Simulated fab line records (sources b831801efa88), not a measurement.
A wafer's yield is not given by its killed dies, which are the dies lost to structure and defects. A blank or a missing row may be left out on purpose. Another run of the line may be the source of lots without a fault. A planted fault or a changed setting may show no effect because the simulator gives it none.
Comparing a struck lot with a sound one	flow sky130	36 out of 708 route steps
Sound: wafers L824.3, L824.4, L824.6. Struck: wafers L813.3, L813.4, L813.5. Last of all comes the cause.
For every step that has rows: the tool of each side, followed by ch and its chambers, followed by its first start. Under that, the readings that differ: sound wafers	struck wafers	difference of the means	sigmas: that difference in standard deviations of wafers without a fault.
alike: words and numbers the same on both sides, and readings whose means are apart by under 2 such deviations; not compared: readings that were withheld, readings missing a value for some wafer, numbers with overlapping values and no deviation given by the record, and bounds like >300 which may hide the same value.
A row with sigmas, a row that says differs or no value, or rows on one side alone: a step with any of these is where the two part. Numbers that don't overlap but have no deviation are shown without sigmas and don't part them. A reading missing from all wafers of one side parts the sides only when that side holds two or more wafers.

first, 10 steps without rows for these wafers: SKY_GATE_OXIDE_COAT_05 (resist thk 1140 nm); SKY_GATE_OXIDE_SOFTBAKE_06 (time 60 s); SKY_GATE_OXIDE_EXPOSE_07 (exposes mask LVOM, target cd 600 nm); SKY_GATE_OXIDE_PEB_08; SKY_GATE_OXIDE_DEVELOP_09 (develop time 60 s); SKY_GATE_OXIDE_IMPLANT_11; SKY_GATE_OXIDE_WET_ETCH_12 (etches SiO2 in dHF, target depth 16.8 nm, time 344.7 s); SKY_GATE_OXIDE_STRIP_13 (strips in O2/N2); SKY_GATE_OXIDE_CLEAN_15 (cleans in SC1/SC2, time 150 s); SKY_GATE_OXIDE_OXIDATION_16 (stabilise 600 s, purge 300 s, target thk 3.57 nm).
SKY_POLY_GATE_CVD_00: deposits poly-Si, target thk 180 nm, time 720 s.
  sound on lpcvd-01 ch 1, day 20 23:49; struck on lpcvd-01 ch 1, day 17 06:15
reading	sound	struck	difference	sigmas
spike-tc-bottom-C (C)	639.8 641.0 638.8	621.8 622.7 621.9	-17.7	-16
spike-tc-centre-C (C)	618.6 618.8 617.4	599.7 600.5 600.2	-18.1	-20
spike-tc-lower-C (C)	619.3 619.6 620.2	602.2 602.4 602.5	-17.3	-13
spike-tc-top-C (C)	639.0 638.5 638.8	620.3 619.9 622.8	-17.8	-16
spike-tc-upper-C (C)	619.4 620.4 619.7	603.6 601.6 601.5	-17.6	-18
susceptor-temp-C (C)	619.74 619.86 620.01	601.93 601.53 602.04	-18.04	-67
zone-power-top-pct (%)	20.20 20.40 20.41	19.57 19.40 19.92	-0.71	-4
model.poly-Si_of_POLY_GATE_CVD_00.thk-nm (nm)	183.9 182 183.3	118.2 116.9 118.5	-65.2	
SKY_POLY_GATE_THK_MEAS_01:
  sound on film-metro-04 at day 21 01:02; struck on film-metro-01 at day 17 07:28
reading	sound	struck	difference	sigmas
POLY_GATE_CVD_00_THK (nm)	183.8 181.9 183.3	118.1 116.8 118.5	-65.2	-43
then, 9 steps without rows for these wafers: SKY_RES_PROTECT_DEHYDRATE_00 (time 60 s); SKY_RES_PROTECT_HMDS_01 (prime time 60 s); SKY_RES_PROTECT_COAT_02 (resist thk 1140 nm); SKY_RES_PROTECT_SOFTBAKE_03 (time 60 s); SKY_RES_PROTECT_EXPOSE_04 (exposes mask RPM, target cd 1270 nm); SKY_RES_PROTECT_PEB_05; SKY_RES_PROTECT_DEVELOP_06 (develop time 61.77 s); SKY_POLY_GATE_IMPLANT_02; SKY_RES_PROTECT_STRIP_07 (strips in O2/N2).
SKY_RES_PROTECT_CLEAN_09: cleans in SC1/SC2, time 150 s.
  sound on wet-bench-02 ch 1, day 22 07:09; struck on wet-bench-03 ch 1, day 18 13:26
reading	sound	struck	difference	sigmas
model.poly-Si_of_POLY_GATE_CVD_00.thk-nm (nm)	183.3 181.4 182.7	117.5 116.2 117.8	-65.3	
then, 11 steps without rows for these wafers: SKY_POLY_GATE_CVD_03 (deposits Si3N4 from DCS/NH3, target thk 75 nm, time 1290 s); SKY_POLY_GATE_DEHYDRATE_05 (time 60 s); SKY_POLY_GATE_HMDS_06 (prime time 60 s); SKY_POLY_GATE_COAT_07 (resist thk 110 nm); SKY_POLY_GATE_COAT_08 (resist thk 450 nm); SKY_POLY_GATE_SOFTBAKE_09 (time 90 s); SKY_POLY_GATE_EXPOSE_10 (exposes mask P1M, target cd 150 nm); SKY_POLY_GATE_PEB_11; SKY_POLY_GATE_DEVELOP_12 (develop time 60 s); SKY_POLY_GATE_ETCH_15 (etches BARC in N2/H2, stops on SiO2, time 118.5 s, target depth 110 nm); SKY_POLY_GATE_ETCH_16 (etches Si3N4 in CH3F/O2, stops on poly-Si, time 147.5 s, target depth 75 nm).
SKY_POLY_GATE_ETCH_17: etches poly-Si in HBr/Cl2, stops on SiO2, target depth 180 nm, time 70.5 s.
  sound on rie-si-02 ch 0,1,2, day 23 15:22; struck on rie-si-02 ch 0,1, day 19 23:59
reading	sound	struck	difference	sigmas
oes-product-au (a.u.)	0.994 0.991 0.998	0.751 0.743 0.755	-0.245	-25
model.etch.depth-nm (nm)	183.3 178.4 181.8	117.5 116.2 117.8	-64.0	
model.POLY_GATE.feature-depth-nm (nm)	183.3 178.4 181.8	117.5 116.2 117.8	-64.0	
  alike: drypump-motor-current-A, throttle-valve-pct
  not compared: rf-hours-counter-h
then, 1 step without rows for these wafers: SKY_POLY_GATE_STRIP_18 (strips in O2/N2).
-- here the record skips 28 days between the struck wafers' starts before and after, leaving off in module POLY_GATE and picking up in module PAD_OPEN (first step shown: number 708 of the route) --
SKY_PAD_OPEN_PROBE_99:
  sound on prober-01 at day 50 17:04; struck on prober-02 at day 48 11:35
reading	sound	struck	difference	sigmas
model.etest.res-high-po.line-ohm-um	725.7 734.6 742.8	1120 1111 1112	+380	
model.etest.res-poly.line-ohm-um	501.5 484.1 504.2	829.3 790.6 808.8	+313.0	
model.etest.tip-sonos.rs-ohm-sq	2586 2650 2650	2560 2566 2579	-60	
model.etest.pfet_01v8.r-on-ohm-um	2922 2977 2963	2979 3161 3041	+106	
model.etest.tip-p.rs-ohm-sq	6972 6942 6985	6988 7086 6987	+54	
model.etest.res-high-po.rs-ohm-sq	256.5 260 259.5	390.7 387.6 393.9	+132.1	
model.etest.res-poly.rs-ohm-sq	47.19 47.53 47.66	75.39 75.42 75.86	+28.10	
model.etest.nfet_01v8_lvt.drive-ua-um	574.9 562.3 578.8	613.8 617.8 603.8	+39.8	
  alike: killed_at_M0_to_M3, killed_at_M4_up, killed-at-contacts, killed-at-front-end, killed-at-other, killed-dies, killed-on-rim, killed-open, killed-short

## WHERE THEY PART
At SKY_POLY_GATE_CVD_00 first; at SKY_POLY_GATE_ETCH_17 last (within this record only). Later steps at which nothing parts them and some readings are alike: SKY_PAD_OPEN_PROBE_99.

WHY: whatever the simulator had introduced
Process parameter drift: lpcvd-01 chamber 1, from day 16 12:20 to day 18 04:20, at SKY_POLY_GATE_CVD_00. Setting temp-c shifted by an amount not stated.
